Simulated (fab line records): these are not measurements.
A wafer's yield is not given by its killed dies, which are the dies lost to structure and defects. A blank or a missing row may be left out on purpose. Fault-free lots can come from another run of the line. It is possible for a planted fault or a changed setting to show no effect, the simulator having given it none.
Which tool was responsible? :: flow sky130 :: Sampling: 24 lots, 72 wafers, 5 of 708 route steps

WHAT THE GAUGES SHOWED, per wafer
SKY_VIA1_OVL_MEAS_13. Usual: VIA1_OVL typically reads 0 nm, with standard deviation 6.4.
lot: L074
measured: day 33 21:16
on: overlay-02
VIA1_OVL (nm): -8 -1 -6
flag: 

lot: L075
measured: day 34 07:16
on: overlay-02
VIA1_OVL (nm): -4 -3 -8
flag: 

lot: L076
measured: day 34 13:20
on: overlay-01
VIA1_OVL (nm): 10 8 7
flag: 

lot: L077
measured: day 34 23:37
on: overlay-01
VIA1_OVL (nm): -8 1 -6
flag: 

lot: L078
measured: day 35 06:19
on: overlay-02
VIA1_OVL (nm): 1 2 5
flag: 

lot: L079
measured: day 35 10:43
on: overlay-02
VIA1_OVL (nm): 5 7 8
flag: 

lot: L080
measured: day 35 16:19
on: overlay-01
VIA1_OVL (nm): 4 1 3
flag: 

lot: L081
measured: day 36 05:28
on: overlay-01
VIA1_OVL (nm): -8 -12 -7
flag: 

lot: L082
measured: day 36 22:01
on: overlay-02
VIA1_OVL (nm): 4 9 2
flag: 

lot: L083
measured: day 36 19:58
on: overlay-01
VIA1_OVL (nm): -1 -6 -2
flag: 

lot: L084
measured: day 37 06:47
on: overlay-02
VIA1_OVL (nm): 8 11 4
flag: 

lot: L085
measured: day 37 20:20
on: overlay-01
VIA1_OVL (nm): 8 6 10
flag: 

lot: L086
measured: day 38 02:19
on: overlay-02
VIA1_OVL (nm): 3 4 1
flag: 

lot: L087
measured: day 38 04:41
on: overlay-02
VIA1_OVL (nm): -12 -11 -8
flag: 

lot: L088
measured: day 38 07:34
on: overlay-02
VIA1_OVL (nm): 4 3 7
flag: 

lot: L089
measured: day 38 23:07
on: overlay-02
VIA1_OVL (nm): -12 -7 -7
flag: 

lot: L090
measured: day 39 01:04
on: overlay-01
VIA1_OVL (nm): 8 10 3
flag: 

lot: L091
measured: day 39 11:44
on: overlay-01
VIA1_OVL (nm): 8 9 6
flag: 

lot: L092
measured: day 39 18:21
on: overlay-02
VIA1_OVL (nm): -7 -9 -8
flag: 

lot: L093
measured: day 40 11:34
on: overlay-02
VIA1_OVL (nm): 4 8 10
flag: 

lot: L094
measured: day 40 12:51
on: overlay-02
VIA1_OVL (nm): -7 4 -4
flag: 

lot: L095
measured: day 40 16:11
on: overlay-01
VIA1_OVL (nm): -4 -4 -2
flag: 

lot: L096
measured: day 40 19:58
on: overlay-02
VIA1_OVL (nm): 3 6 0
flag: 

lot: L097
measured: day 40 23:22
on: overlay-02
VIA1_OVL (nm): -1 0 -7
flag: 

SKY_VIA3_THK_MEAS_01. Usual: VIA3_HDPCVD_THK typically reads 1631 nm, with standard deviation 19.
lot: L074
measured: day 38 14:40
on: film_metro-02
VIA3_HDPCVD_THK (nm): 1621 1663 1614
flag: 

lot: L075
measured: day 38 23:31
on: film_metro-02
VIA3_HDPCVD_THK (nm): 1621 1640 1657
flag: 

lot: L076
measured: day 39 04:53
on: film_metro-01
VIA3_HDPCVD_THK (nm): 1638 1617 1622
flag: 

lot: L077
measured: day 39 13:34
on: film_metro-02
VIA3_HDPCVD_THK (nm): 1622 1653 1605
flag: 

lot: L078
measured: day 39 20:32
on: film_metro-02
VIA3_HDPCVD_THK (nm): 1647 1636 1641
flag: 

lot: L079
measured: day 40 00:21
on: film_metro-01
VIA3_HDPCVD_THK (nm): 1632 1604 1648
flag: 

lot: L080
measured: day 40 04:57
on: film_metro-01
VIA3_HDPCVD_THK (nm): 1639 1642 1649
flag: 

lot: L081
measured: day 40 16:59
on: film_metro-04
VIA3_HDPCVD_THK (nm): 1606 1612 1595
flag: 

lot: L082
measured: day 41 08:59
on: film_metro-01
VIA3_HDPCVD_THK (nm): 1639 1618 1629
flag: 

lot: L083
measured: day 41 08:08
on: film_metro-02
VIA3_HDPCVD_THK (nm): 1643 1617 1641
flag: 

lot: L084
measured: day 41 16:54
on: film_metro-01
VIA3_HDPCVD_THK (nm): 1651 1674 1649
flag: 

lot: L085
measured: day 42 07:38
on: film_metro-02
VIA3_HDPCVD_THK (nm): 1632 1652 1625
flag: 

lot: L086
measured: day 42 11:17
on: film_metro-01
VIA3_HDPCVD_THK (nm): 1641 1637 1647
flag: 

lot: L087
measured: day 42 15:04
on: film_metro-02
VIA3_HDPCVD_THK (nm): 1598 1615 1634
flag: 

lot: L088
measured: day 42 16:31
on: film_metro-04
VIA3_HDPCVD_THK (nm): 1625 1636 1625
flag: 

lot: L089
measured: day 43 08:27
on: film_metro-01
VIA3_HDPCVD_THK (nm): 1666 1666 1689
flag: 

lot: L090
measured: day 43 08:37
on: film_metro-04
VIA3_HDPCVD_THK (nm): 1620 1604 1591
flag: 

lot: L091
measured: day 43 18:47
on: film_metro-01
VIA3_HDPCVD_THK (nm): 1633 1626 1632
flag: 

lot: L092
measured: day 43 22:11
on: film_metro-02
VIA3_HDPCVD_THK (nm): 1637 1657 1649
flag: 

lot: L093
measured: day 44 16:09
on: film_metro-01
VIA3_HDPCVD_THK (nm): 1619 1629 1613
flag: 

lot: L094
measured: day 44 16:25
on: film_metro-02
VIA3_HDPCVD_THK (nm): 1642 1646 1637
flag: 

lot: L095
measured: day 44 21:50
on: film_metro-04
VIA3_HDPCVD_THK (nm): 1632 1600 1601
flag: 

lot: L096
measured: day 44 22:46
on: film_metro-02
VIA3_HDPCVD_THK (nm): 1637 1604 1621
flag: 

lot: L097
measured: day 45 01:18
on: film_metro-01
VIA3_HDPCVD_THK (nm): 1644 1616 1612
flag: 

EACH LOT AND THE TOOL THAT RAN IT (in order: tool; ch and the chambers of the sampled wafers; start)
lot: L074
SKY_VT_ADJUST_LVTN_STRIP_20: plasma_asher-03 ch 0,1, day 7 13:28
SKY_CAPM_CVD_00: pecvd-02 ch 0,1,2, day 36 08:49
SKY_METAL3_ETCH_17: rie_diel-01 ch 0,2,3, day 38 13:40

lot: L075
SKY_VT_ADJUST_LVTN_STRIP_20: plasma_asher-04 ch 0,1, day 7 20:25
SKY_CAPM_CVD_00: pecvd-02 ch 0,1, day 36 17:59
SKY_METAL3_ETCH_17: rie_diel-03 ch 0,3, day 38 22:33

lot: L076
SKY_VT_ADJUST_LVTN_STRIP_20: plasma_asher-04 ch 0,1, day 8 03:07
SKY_CAPM_CVD_00: pecvd-04 ch 0,1, day 37 00:10
SKY_METAL3_ETCH_17: rie_diel-01 ch 0,1,2, day 39 03:54

lot: L077
SKY_VT_ADJUST_LVTN_STRIP_20: plasma_asher-04 ch 0,1, day 8 10:54
SKY_CAPM_CVD_00: pecvd-02 ch 1,2, day 37 09:31
SKY_METAL3_ETCH_17: rie_diel-02 ch 1,3, day 39 12:36

lot: L078
SKY_VT_ADJUST_LVTN_STRIP_20: plasma_asher-01 ch 0, day 8 20:13
SKY_CAPM_CVD_00: pecvd-04 ch 0,2, day 37 16:06
SKY_METAL3_ETCH_17: rie_diel-01 ch 0,1,3, day 39 19:28

lot: L079
SKY_VT_ADJUST_LVTN_STRIP_20: plasma_asher-01 ch 0,1, day 8 22:25
SKY_CAPM_CVD_00: pecvd-02 ch 0,1, day 37 19:54
SKY_METAL3_ETCH_17: rie_diel-01 ch 1,2,3, day 39 23:21

lot: L080
SKY_VT_ADJUST_LVTN_STRIP_20: plasma_asher-01 ch 0,1, day 9 01:54
SKY_CAPM_CVD_00: pecvd-03 ch 0,2, day 38 01:38
SKY_METAL3_ETCH_17: rie_diel-02 ch 0,3, day 40 03:57

lot: L081
SKY_VT_ADJUST_LVTN_STRIP_20: plasma_asher-01 ch 0,1, day 9 14:42
SKY_CAPM_CVD_00: pecvd-02 ch 0,2, day 38 13:46
SKY_METAL3_ETCH_17: rie_diel-03 ch 0,2,3, day 40 16:01

lot: L082
SKY_VT_ADJUST_LVTN_STRIP_20: plasma_asher-01 ch 0,1, day 10 00:42
SKY_CAPM_CVD_00: pecvd-04 ch 0,2, day 39 06:33
SKY_METAL3_ETCH_17: rie_diel-03 ch 0,1,2, day 41 07:40

lot: L083
SKY_VT_ADJUST_LVTN_STRIP_20: plasma_asher-03 ch 1, day 10 03:07
SKY_CAPM_CVD_00: pecvd-03 ch 1,2, day 39 05:39
SKY_METAL3_ETCH_17: rie_diel-02 ch 1,2,3, day 41 07:04

lot: L084
SKY_VT_ADJUST_LVTN_STRIP_20: plasma_asher-04 ch 0,1, day 10 11:09
SKY_CAPM_CVD_00: pecvd-02 ch 0,2, day 39 14:22
SKY_METAL3_ETCH_17: rie_diel-02 ch 2,3, day 41 15:52

lot: L085
SKY_VT_ADJUST_LVTN_STRIP_20: plasma_asher-01 ch 1, day 10 21:07
SKY_CAPM_CVD_00: pecvd-02 ch 0,1, day 40 06:21
SKY_METAL3_ETCH_17: rie_diel-01 ch 0,2, day 42 06:41

lot: L086
SKY_VT_ADJUST_LVTN_STRIP_20: plasma_asher-03 ch 0,1, day 11 05:31
SKY_CAPM_CVD_00: pecvd-04 ch 0,1,2, day 40 08:52
SKY_METAL3_ETCH_17: rie_diel-02 ch 0,1, day 42 10:12

lot: L087
SKY_VT_ADJUST_LVTN_STRIP_20: plasma_asher-04 ch 0,1, day 11 07:48
SKY_CAPM_CVD_00: pecvd-04 ch 1,2, day 40 12:49
SKY_METAL3_ETCH_17: rie_diel-01 ch 0,2,3, day 42 13:32

lot: L088
SKY_VT_ADJUST_LVTN_STRIP_20: plasma_asher-03 ch 0, day 11 12:34
SKY_CAPM_CVD_00: pecvd-03 ch 0,2, day 40 14:09
SKY_METAL3_ETCH_17: rie_diel-01 ch 0,1,3, day 42 15:18

lot: L089
SKY_VT_ADJUST_LVTN_STRIP_20: plasma_asher-01 ch 0,1, day 11 21:55
SKY_CAPM_CVD_00: pecvd-04 ch 0,1,2, day 41 07:55
SKY_METAL3_ETCH_17: rie_diel-03 ch 1,2, day 43 07:07

lot: L090
SKY_VT_ADJUST_LVTN_STRIP_20: plasma_asher-04 ch 0,1, day 12 03:33
SKY_CAPM_CVD_00: pecvd-02 ch 0,1,2, day 41 08:47
SKY_METAL3_ETCH_17: rie_diel-01 ch 0,2,3, day 43 07:39

lot: L091
SKY_VT_ADJUST_LVTN_STRIP_20: plasma_asher-04 ch 0, day 12 11:12
SKY_CAPM_CVD_00: pecvd-03 ch 0,1, day 41 18:22
SKY_METAL3_ETCH_17: rie_diel-03 ch 0,2,3, day 43 17:49

lot: L092
SKY_VT_ADJUST_LVTN_STRIP_20: plasma_asher-01 ch 0,1, day 12 21:56
SKY_CAPM_CVD_00: pecvd-03 ch 0,1,2, day 41 23:09
SKY_METAL3_ETCH_17: rie_diel-01 ch 0,2,3, day 43 21:10

lot: L093
SKY_VT_ADJUST_LVTN_STRIP_20: plasma_asher-01 ch 0,1, day 13 07:03
SKY_CAPM_CVD_00: pecvd-02 ch 1,2, day 42 17:20
SKY_METAL3_ETCH_17: rie_diel-02 ch 0,1,3, day 44 14:58

lot: L094
SKY_VT_ADJUST_LVTN_STRIP_20: plasma_asher-03 ch 0,1, day 13 09:08
SKY_CAPM_CVD_00: pecvd-04 ch 1,2, day 42 17:47
SKY_METAL3_ETCH_17: rie_diel-02 ch 0,1,3, day 44 15:25

lot: L095
SKY_VT_ADJUST_LVTN_STRIP_20: plasma_asher-01 ch 0,1, day 13 12:33
SKY_CAPM_CVD_00: pecvd-03 ch 0,2, day 42 21:28
SKY_METAL3_ETCH_17: rie_diel-01 ch 1,2,3, day 44 20:45

lot: L096
SKY_VT_ADJUST_LVTN_STRIP_20: plasma_asher-03 ch 0,1, day 13 19:08
SKY_CAPM_CVD_00: pecvd-02 ch 0,1,2, day 42 23:45
SKY_METAL3_ETCH_17: rie_diel-01 ch 1,2, day 44 21:46

lot: L097
SKY_VT_ADJUST_LVTN_STRIP_20: plasma_asher-01 ch 0, day 14 03:52
SKY_CAPM_CVD_00: pecvd-04 ch 0,1,2, day 43 04:14
SKY_METAL3_ETCH_17: rie_diel-02 ch 0,1,3, day 45 00:16
- SKY_VT_ADJUST_LVTN_STRIP_20: strips in O2/N2.
- SKY_CAPM_CVD_00: deposits SiO2, target thk 15.5 nm.
- SKY_METAL3_ETCH_17: etches SiO2 in C4F8/O2/Ar, stops on TiN, time 3.9 s, target depth 15 nm.

AS READ BY THE TOOLS THEMSELVES (means over the sampled wafers that have a number; for cases with no such wafer, the mark the record gives instead)
SKY_VT_ADJUST_LVTN_STRIP_20. Usual: drypump_motor_current_A 6.0 A, standard deviation 0.43; oes_product_au 0.715 a.u., standard deviation 0.0047; strip_time_to_endpoint_s 14.19 s, standard deviation 0.037.
lot: L074
tool: plasma_asher-03
drypump_motor_current_A (A): 5.6
oes_product_au (a.u.): 0.716
strip_time_to_endpoint_s (s): 14.16
flag: 

lot: L075
tool: plasma_asher-04
drypump_motor_current_A (A): 5.8
oes_product_au (a.u.): 0.717
strip_time_to_endpoint_s (s): 14.23
flag: 

lot: L076
tool: plasma_asher-04
drypump_motor_current_A (A): 5.7
oes_product_au (a.u.): 0.717
strip_time_to_endpoint_s (s): 14.18
flag: 

lot: L077
tool: plasma_asher-04
drypump_motor_current_A (A): 5.5
oes_product_au (a.u.): 0.716
strip_time_to_endpoint_s (s): 14.21
flag: 

lot: L078
tool: plasma_asher-01
drypump_motor_current_A (A): 6.3
oes_product_au (a.u.): 0.718
strip_time_to_endpoint_s (s): 14.18
flag: 

lot: L079
tool: plasma_asher-01
drypump_motor_current_A (A): 6.3
oes_product_au (a.u.): 0.711
strip_time_to_endpoint_s (s): 14.20
flag: 

lot: L080
tool: plasma_asher-01
drypump_motor_current_A (A): 6.3
oes_product_au (a.u.): 0.715
strip_time_to_endpoint_s (s): 14.25
flag: 

lot: L081
tool: plasma_asher-01
drypump_motor_current_A (A): 6.4
oes_product_au (a.u.): 0.715
strip_time_to_endpoint_s (s): 14.16
flag: 

lot: L082
tool: plasma_asher-01
drypump_motor_current_A (A): 6.4
oes_product_au (a.u.): 0.710
strip_time_to_endpoint_s (s): 14.20
flag: 

lot: L083
tool: plasma_asher-03
drypump_motor_current_A (A): 5.9
oes_product_au (a.u.): 0.714
strip_time_to_endpoint_s (s): 14.20
flag: 

lot: L084
tool: plasma_asher-04
drypump_motor_current_A (A): 5.5
oes_product_au (a.u.): 0.713
strip_time_to_endpoint_s (s): 14.22
flag: 

lot: L085
tool: plasma_asher-01
drypump_motor_current_A (A): 6.5
oes_product_au (a.u.): 0.717
strip_time_to_endpoint_s (s): 14.11
flag: 

lot: L086
tool: plasma_asher-03
drypump_motor_current_A (A): 5.8
oes_product_au (a.u.): 0.716
strip_time_to_endpoint_s (s): 14.21
flag: 

lot: L087
tool: plasma_asher-04
drypump_motor_current_A (A): 5.5
oes_product_au (a.u.): 0.713
strip_time_to_endpoint_s (s): 14.23
flag: 

lot: L088
tool: plasma_asher-03
drypump_motor_current_A (A): 5.5
oes_product_au (a.u.): 0.711
strip_time_to_endpoint_s (s): 14.17
flag: 

lot: L089
tool: plasma_asher-01
drypump_motor_current_A (A): 6.4
oes_product_au (a.u.): 0.717
strip_time_to_endpoint_s (s): 14.18
flag: 

lot: L090
tool: plasma_asher-04
drypump_motor_current_A (A): 5.5
oes_product_au (a.u.): 0.716
strip_time_to_endpoint_s (s): 14.13
flag: 

lot: L091
tool: plasma_asher-04
drypump_motor_current_A (A): 5.3
oes_product_au (a.u.): 0.713
strip_time_to_endpoint_s (s): 14.18
flag: 

lot: L092
tool: plasma_asher-01
drypump_motor_current_A (A): 6.4
oes_product_au (a.u.): 0.713
strip_time_to_endpoint_s (s): 14.22
flag: 

lot: L093
tool: plasma_asher-01
drypump_motor_current_A (A): 6.3
oes_product_au (a.u.): 0.713
strip_time_to_endpoint_s (s): 14.24
flag: 

lot: L094
tool: plasma_asher-03
drypump_motor_current_A (A): 5.6
oes_product_au (a.u.): 0.712
strip_time_to_endpoint_s (s): 14.21
flag: 

lot: L095
tool: plasma_asher-01
drypump_motor_current_A (A): 6.4
oes_product_au (a.u.): 0.712
strip_time_to_endpoint_s (s): 14.21
flag: 

lot: L096
tool: plasma_asher-03
drypump_motor_current_A (A): 5.6
oes_product_au (a.u.): 0.713
strip_time_to_endpoint_s (s): 14.17
flag: 

lot: L097
tool: plasma_asher-01
drypump_motor_current_A (A): 6.3
oes_product_au (a.u.): 0.723
strip_time_to_endpoint_s (s): 14.18
flag: 

SKY_CAPM_CVD_00. Usual: heater_power_outer_w 414 W, standard deviation 55; heater_power_w 714 W, standard deviation 80; rf_fwd_power_W 442.3 W, standard deviation 2.4.
lot: L074
tool: pecvd-02
heater_power_outer_w (W): 419
heater_power_w (W): 716
rf_fwd_power_W (W): 441.6
flag: 

lot: L075
tool: pecvd-02
heater_power_outer_w (W): 359
heater_power_w (W): 669
rf_fwd_power_W (W): 438.5
flag: 

lot: L076
tool: pecvd-04
heater_power_outer_w (W): 458
heater_power_w (W): 696
rf_fwd_power_W (W): 442.9
flag: 

lot: L077
tool: pecvd-02
heater_power_outer_w (W): 417
heater_power_w (W): 715
rf_fwd_power_W (W): 441.3
flag: 

lot: L078
tool: pecvd-04
heater_power_outer_w (W): 445
heater_power_w (W): 760
rf_fwd_power_W (W): 443.7
flag: 

lot: L079
tool: pecvd-02
heater_power_outer_w (W): 405
heater_power_w (W): 716
rf_fwd_power_W (W): 441.6
flag: 

lot: L080
tool: pecvd-03
heater_power_outer_w (W): 413
heater_power_w (W): 702
rf_fwd_power_W (W): 443.5
flag: 

lot: L081
tool: pecvd-02
heater_power_outer_w (W): 409
heater_power_w (W): 730
rf_fwd_power_W (W): 439.0
flag: 

lot: L082
tool: pecvd-04
heater_power_outer_w (W): 451
heater_power_w (W): 790
rf_fwd_power_W (W): 445.0
flag: 

lot: L083
tool: pecvd-03
heater_power_outer_w (W): 343
heater_power_w (W): 660
rf_fwd_power_W (W): 444.5
flag: 

lot: L084
tool: pecvd-02
heater_power_outer_w (W): 341
heater_power_w (W): 602
rf_fwd_power_W (W): 441.2
flag: 

lot: L085
tool: pecvd-02
heater_power_outer_w (W): 420
heater_power_w (W): 757
rf_fwd_power_W (W): 440.8
flag: 

lot: L086
tool: pecvd-04
heater_power_outer_w (W): 429
heater_power_w (W): 714
rf_fwd_power_W (W): 443.1
flag: 

lot: L087
tool: pecvd-04
heater_power_outer_w (W): 516
heater_power_w (W): 845
rf_fwd_power_W (W): 443.2
flag: 

lot: L088
tool: pecvd-03
heater_power_outer_w (W): 359
heater_power_w (W): 626
rf_fwd_power_W (W): 442.0
flag: 

lot: L089
tool: pecvd-04
heater_power_outer_w (W): 461
heater_power_w (W): 746
rf_fwd_power_W (W): 442.1
flag: 

lot: L090
tool: pecvd-02
heater_power_outer_w (W): 375
heater_power_w (W): 681
rf_fwd_power_W (W): 439.6
flag: 

lot: L091
tool: pecvd-03
heater_power_outer_w (W): 403
heater_power_w (W): 730
rf_fwd_power_W (W): 444.4
flag: 

lot: L092
tool: pecvd-03
heater_power_outer_w (W): 394
heater_power_w (W): 705
rf_fwd_power_W (W): 444.0
flag: 

lot: L093
tool: pecvd-02
heater_power_outer_w (W): 426
heater_power_w (W): 717
rf_fwd_power_W (W): 440.1
flag: 

lot: L094
tool: pecvd-04
heater_power_outer_w (W): 499
heater_power_w (W): 817
rf_fwd_power_W (W): 443.4
flag: 

lot: L095
tool: pecvd-03
heater_power_outer_w (W): 365
heater_power_w (W): 659
rf_fwd_power_W (W): 443.8
flag: 

lot: L096
tool: pecvd-02
heater_power_outer_w (W): 367
heater_power_w (W): 657
rf_fwd_power_W (W): 440.9
flag: 

lot: L097
tool: pecvd-04
heater_power_outer_w (W): 476
heater_power_w (W): 774
rf_fwd_power_W (W): 444.5
flag: 

SKY_METAL3_ETCH_17. Usual: oes_product_au 0.754 a.u., standard deviation 0.007; rf_fwd_power_W 1468 W, standard deviation 7.1.
lot: L074
tool: rie_diel-01
oes_product_au (a.u.): 0.753
rf_fwd_power_W (W): 1464
flag: 

lot: L075
tool: rie_diel-03
oes_product_au (a.u.): 0.755
rf_fwd_power_W (W): 1470
flag: 

lot: L076
tool: rie_diel-01
oes_product_au (a.u.): 0.756
rf_fwd_power_W (W): 1466
flag: 

lot: L077
tool: rie_diel-02
oes_product_au (a.u.): 0.755
rf_fwd_power_W (W): 1462
flag: 

lot: L078
tool: rie_diel-01
oes_product_au (a.u.): 0.749
rf_fwd_power_W (W): 1471
flag: 

lot: L079
tool: rie_diel-01
oes_product_au (a.u.): 0.753
rf_fwd_power_W (W): 1466
flag: 

lot: L080
tool: rie_diel-02
oes_product_au (a.u.): 0.752
rf_fwd_power_W (W): 1474
flag: 

lot: L081
tool: rie_diel-03
oes_product_au (a.u.): 0.759
rf_fwd_power_W (W): 1469
flag: 

lot: L082
tool: rie_diel-03
oes_product_au (a.u.): 0.754
rf_fwd_power_W (W): 1465
flag: 

lot: L083
tool: rie_diel-02
oes_product_au (a.u.): 0.753
rf_fwd_power_W (W): 1466
flag: 

lot: L084
tool: rie_diel-02
oes_product_au (a.u.): 0.758
rf_fwd_power_W (W): 1469
flag: 

lot: L085
tool: rie_diel-01
oes_product_au (a.u.): 0.745
rf_fwd_power_W (W): 1463
flag: 

lot: L086
tool: rie_diel-02
oes_product_au (a.u.): 0.757
rf_fwd_power_W (W): 1465
flag: 

lot: L087
tool: rie_diel-01
oes_product_au (a.u.): 0.751
rf_fwd_power_W (W): 1469
flag: 

lot: L088
tool: rie_diel-01
oes_product_au (a.u.): 0.756
rf_fwd_power_W (W): 1473
flag: 

lot: L089
tool: rie_diel-03
oes_product_au (a.u.): 0.757
rf_fwd_power_W (W): 1468
flag: 

lot: L090
tool: rie_diel-01
oes_product_au (a.u.): 0.742
rf_fwd_power_W (W): 1471
flag: 

lot: L091
tool: rie_diel-03
oes_product_au (a.u.): 0.755
rf_fwd_power_W (W): 1471
flag: 

lot: L092
tool: rie_diel-01
oes_product_au (a.u.): 0.756
rf_fwd_power_W (W): 1471
flag: 

lot: L093
tool: rie_diel-02
oes_product_au (a.u.): 0.753
rf_fwd_power_W (W): 1470
flag: 

lot: L094
tool: rie_diel-02
oes_product_au (a.u.): 0.751
rf_fwd_power_W (W): 1471
flag: 

lot: L095
tool: rie_diel-01
oes_product_au (a.u.): 0.751
rf_fwd_power_W (W): 1471
flag: 

lot: L096
tool: rie_diel-01
oes_product_au (a.u.): 0.761
rf_fwd_power_W (W): 1465
flag: 

lot: L097
tool: rie_diel-02
oes_product_au (a.u.): 0.760
rf_fwd_power_W (W): 1467
flag: 

THE ANSWER, worked out from the rows above alone
Rule: take the mean of a lot's wafers that have a number; if it is more than 3 standard deviations from the usual mean, the lot is off. Also off: a lot with no number at a reading for which 4 or more lots have one. The other lots that the step has rows for count as sound. Order of review: gauges by route order, followed by the tools' own readings, for which a lot's mean as printed above is used. The first step at which some lot is off is used, and at that step the reading that is off furthest; a lot without a number counts as furthest.
None of the lots is off at any reading shown; this tells nothing.

WHAT HAD BEEN PUT IN BY THE SIMULATOR
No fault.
